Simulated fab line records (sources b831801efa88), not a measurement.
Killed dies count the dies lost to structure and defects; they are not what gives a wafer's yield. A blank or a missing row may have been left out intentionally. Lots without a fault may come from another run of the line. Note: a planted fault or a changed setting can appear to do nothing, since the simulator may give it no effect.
A lot that was struck, set against a sound lot :: flow gf180mcu :: 41 out of 602 route steps
Sound: the wafers L980.4, L980.5, L980.6. Struck: wafer L969.4. (L969.3, L969.6 of the same lot were not struck and are left out.) The cause comes at the end.
Order at every step that has rows: each side's tool, ch and its chambers, its first start. Under that, the readings that differ: sound wafers :: struck wafers :: difference of the means :: sigmas: that difference in standard deviations of wafers without a fault.
alike: words and numbers the same on both sides, and readings whose means are apart by under 2 such deviations; not compared: readings that were withheld, readings missing a value for some wafer, numbers with overlapping values and no deviation given by the record, and bounds like >300 which may hide the same value.
Wherever a step has rows on one side only, a row that says differs or no value, or a row with sigmas, the two part there. Non-overlapping numbers with no deviation appear without sigmas and do not part them. A reading missing from all wafers of one side parts the sides only when that side holds two or more wafers.

GF_V4_RS_MEAS_24: measurement is done with a four-point probe.
  sound on filmMetro-04, day 29 08:14; struck on filmMetro-03, day 25 18:19
  alike: V4_W_RS
GF_V4_THK_MEAS_25: measures by xrf.
  sound on filmMetro-04, day 29 08:20; struck on filmMetro-03, day 25 18:25
  alike: V4_W_THK
then, 2 steps without rows for these wafers: GF_V4_CMP_26 (polishes, stops on SiO2, t overpolish 15 s, target thk 0 nm); GF_MIM_SPUTTER_00 (material Ti, target thk 37.5 nm, time 150 s).
GF_MIM_SPUTTER_01: material TiN, target thk 30 nm, time 25 s.
  sound on pvdSputter-02, day 29 08:46; struck on pvdSputter-03, day 25 18:51
  alike: throttleValvePct
GF_MIM_SPUTTER_02: material AlCu, target thk 450 nm, time 23.9 s.
  sound on pvdSputter-02, day 29 08:47; struck on pvdSputter-03, day 25 18:53
  alike: throttleValvePct
GF_MIM_SPUTTER_03: material Ti, target thk 10 nm, time 6.7 s.
  sound on pvdSputter-02, day 29 08:49; struck on pvdSputter-03, day 25 18:55
  alike: throttleValvePct
then, 2 steps without rows for these wafers: GF_MIM_SPUTTER_04 (material TiN, target thk 50 nm, time 41.7 s); GF_MIM_CVD_05 (deposits Si3N4, target thk 42 nm, time 29.086 s).
GF_MIM_THK_MEAS_06:
  sound on filmMetro-02, day 29 08:56; struck on filmMetro-02, day 25 19:02
  alike: MIM_CVD_05_THK
then, 2 steps without rows for these wafers: GF_MIM_SPUTTER_07 (material TiN, target thk 60 nm, time 50 s); GF_MIM_SPUTTER_08 (material AlCu, target thk 200 nm, time 10.6 s).
GF_MIM_SPUTTER_09: material TiN, target thk 35 nm, time 29.2 s.
  sound on pvdSputter-04, day 29 09:02; struck on pvdSputter-02, day 25 19:08
reading: model.TiN_of_MIM_SPUTTER_09.thkNm (nm)
sound: 34.51 34.3 34.95
struck: 45.12
difference: +10.53
sigmas: 
  alike: throttleValvePct
GF_MIM_RS_MEAS_10: measurement is done with a four-point probe.
  sound on filmMetro-04, day 29 09:08; struck on filmMetro-02, day 25 19:13
  alike: MIM_ALCU_RS
GF_MIM_THK_MEAS_11: measures by xrf.
  sound on filmMetro-04, day 29 09:13; struck on filmMetro-02, day 25 19:19
reading: MIM_ALCU_THK (nm)
sound: 205.7 196.5 204.0
struck: 195.3
difference: -6.8
sigmas: -3
then, 18 steps without rows for these wafers: GF_MIM_DEHYDRATE_12 (time 60 s); GF_MIM_HMDS_13 (prime time 60 s); GF_MIM_COAT_14 (resist thk 1000 nm); GF_MIM_SOFTBAKE_15 (time 60 s); GF_MIM_EXPOSE_16 (exposes mask FuseTop, target cd 2000 nm); GF_MIM_PEB_17; GF_MIM_DEVELOP_18 (develop time 60 s); GF_MIM_METAL_ETCH_19 (etches the open film in Cl2/BCl3, stops on Si3N4, target depth 324.5 nm, time 54.1 s); GF_MIM_STRIP_20 (strips in O2/N2); GF_MIM_STRIP_21 (strips in post etch residue remover, time 1200 s); GF_MIM_CLEAN_22 (cleans in DIW); GF_M5_DEHYDRATE_00 (time 60 s); GF_M5_HMDS_01 (prime time 60 s); GF_M5_COAT_02 (resist thk 1000 nm); GF_M5_SOFTBAKE_03 (time 60 s); GF_M5_EXPOSE_04 (exposes mask Metal5, target cd 280 nm); GF_M5_PEB_05 (peb time 90 s); GF_M5_DEVELOP_06 (develop time 60 s).
GF_M5_CD_MEAS_07 targets a cd of 280 nm.
  sound on cdSem-01, day 30 21:10; struck on cdSem-02, day 27 12:08
  alike: cdNm
GF_M5_OVL_MEAS_08:
  sound on overlay-01, day 30 21:14; struck on overlay-01, day 27 12:14
  alike: M5_OVL
then, 1 step without rows for these wafers: GF_M5_ETCH_09 (etches Si3N4 in CF4/O2, target depth 52 nm, time 11.6 s).
GF_M5_METAL_ETCH_10: etches the open film in Cl2/BCl3, stops on SiO2, target depth 627.5 nm, time 104.6 s.
  sound on rieMetal-02 ch 0,1, day 30 21:19; struck on rieMetal-02 ch 0, day 27 12:22
  alike: drypumpMotorCurrentA, oesProductAu, throttleValvePct
  not compared: rfHoursCounterH
GF_M5_STRIP_11: strips in O2/N2.
  sound on plasmaAsher-02 ch 0,1, day 30 21:25; struck on plasmaAsher-03 ch 1, day 27 12:32
reading: heaterPowerW (W)
sound: 343 419 357
struck: 287
difference: -86
sigmas: -2
  alike: drypumpMotorCurrentA, oesProductAu, stripTimeToEndpointS
  not compared: rfHoursCounterH
GF_M5_STRIP_12: strips in post etch residue remover, time 1200 s.
  sound on wetBench-01 ch 2, day 30 21:29; struck on wetBench-02 ch 0, day 27 12:37
reading: model.TiN_of_MIM_SPUTTER_09.thkNm (nm)
sound: 33.69 33.48 34.13
struck: 44.28
difference: +10.51
sigmas: 
  alike: bathGuardTempC, bathHeatDutyPct
then, 1 step without rows for these wafers: GF_M5_CLEAN_13 (cleans in DIW).
GF_PASSIVATION_PROBE_99:
  rows exist in the record for the sound wafers here (prober-01, day 33 05:58), none for the struck ones

== WHERE THEY PART ==
At GF_MIM_THK_MEAS_11 first; at GF_PASSIVATION_PROBE_99 last (within this record only).

WHY: the cause the simulator had injected
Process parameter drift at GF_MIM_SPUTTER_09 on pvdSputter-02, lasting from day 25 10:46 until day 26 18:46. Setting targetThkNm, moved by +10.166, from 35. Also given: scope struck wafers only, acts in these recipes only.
